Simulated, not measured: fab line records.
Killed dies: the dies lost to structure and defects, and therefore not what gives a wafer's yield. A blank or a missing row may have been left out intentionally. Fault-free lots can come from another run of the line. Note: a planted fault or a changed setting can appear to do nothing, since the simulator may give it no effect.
The tool behind it: which one? + flow sky130 + 18 wafers from 6 lots sampled at 2 of the route's 708 steps

## WHAT THE GAUGES READ, wafer by wafer
SKY_SD_P_OVL_MEAS_08.
| lot  | measured     | on         | SD_P_OVL (nm)     |
|------|--------------|------------|-------------------|
| L109 | day 27 21:41 | overlay-02 | 1.0 0.4 2.0       |
| L111 | day 28 01:23 | overlay-02 | -0.1 -1.3 -0.9    |
| L115 | day 29 03:14 | overlay-01 | 1.3 0.8 0.8       |
| L119 | day 30 09:02 | overlay-01 | -96.9 -96.7 -95.8 |
| L122 | day 31 04:07 | overlay-02 | -95.2 -96.5 -94.8 |
| L128 | day 33 03:59 | overlay-01 | 1.3 -0.5 2.4      |

## EACH LOT AND THE TOOL THAT RAN IT (in order: tool; ch and the chambers of the sampled wafers; start)
| lot  | SKY_SD_P_EXPOSE_04                  |
|------|-------------------------------------|
| L109 | iline-stepper-01 ch 0, day 27 07:44 |
| L111 | iline-stepper-02 ch 0, day 27 12:06 |
| L115 | iline-stepper-02 ch 0, day 28 13:39 |
| L119 | iline-stepper-02 ch 0, day 29 19:39 |
| L122 | iline-stepper-02 ch 0, day 30 13:10 |
| L128 | iline-stepper-01 ch 0, day 32 15:27 |
- SKY_SD_P_EXPOSE_04: exposes mask PSDM, target cd 380 nm.

## THE ANSWER, worked out from the rows above alone
Rule: the usual values come from the lots themselves. The widest of any qualifying gaps counts: lots, ordered by their means at a reading, are off when they make up no more than a third of the lots, leave a main group of 4 or more, and stand apart from it by 3 or more times the standard deviation of that group's means. A main group whose means are all the same, to the digits that the tables above print for the reading, isn't used. Also off: a lot with no number at a reading for which 4 or more lots have one. Where the step has rows for the other lots, those lots are counted as sound.
Off: L119, L122, seen at SKY_SD_P_OVL_MEAS_08 (SD_P_OVL). Mean 0.6 nm and standard deviation 0.79 in the main group.
A tool fits if, at a process step before that reading, it ran every lot that is off, and no sound lot after the first of them. Those tools and the gauges at SKY_SD_P_OVL_MEAS_08 are tried in the same way. One fits: SKY_SD_P_EXPOSE_04 on iline-stepper-02. Its last sound lot is L115 (day 28 13:39), its first lot that is off L119 (day 29 19:39): a fault that began between those two fits.

## WHAT THE SIMULATOR HAD PUT IN
Scanner matching overlay: iline-stepper-02, from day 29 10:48 on, at SKY_SD_P_EXPOSE_04. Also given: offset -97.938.
Struck lots among those shown: L119, L122. The same result came from the rule above.
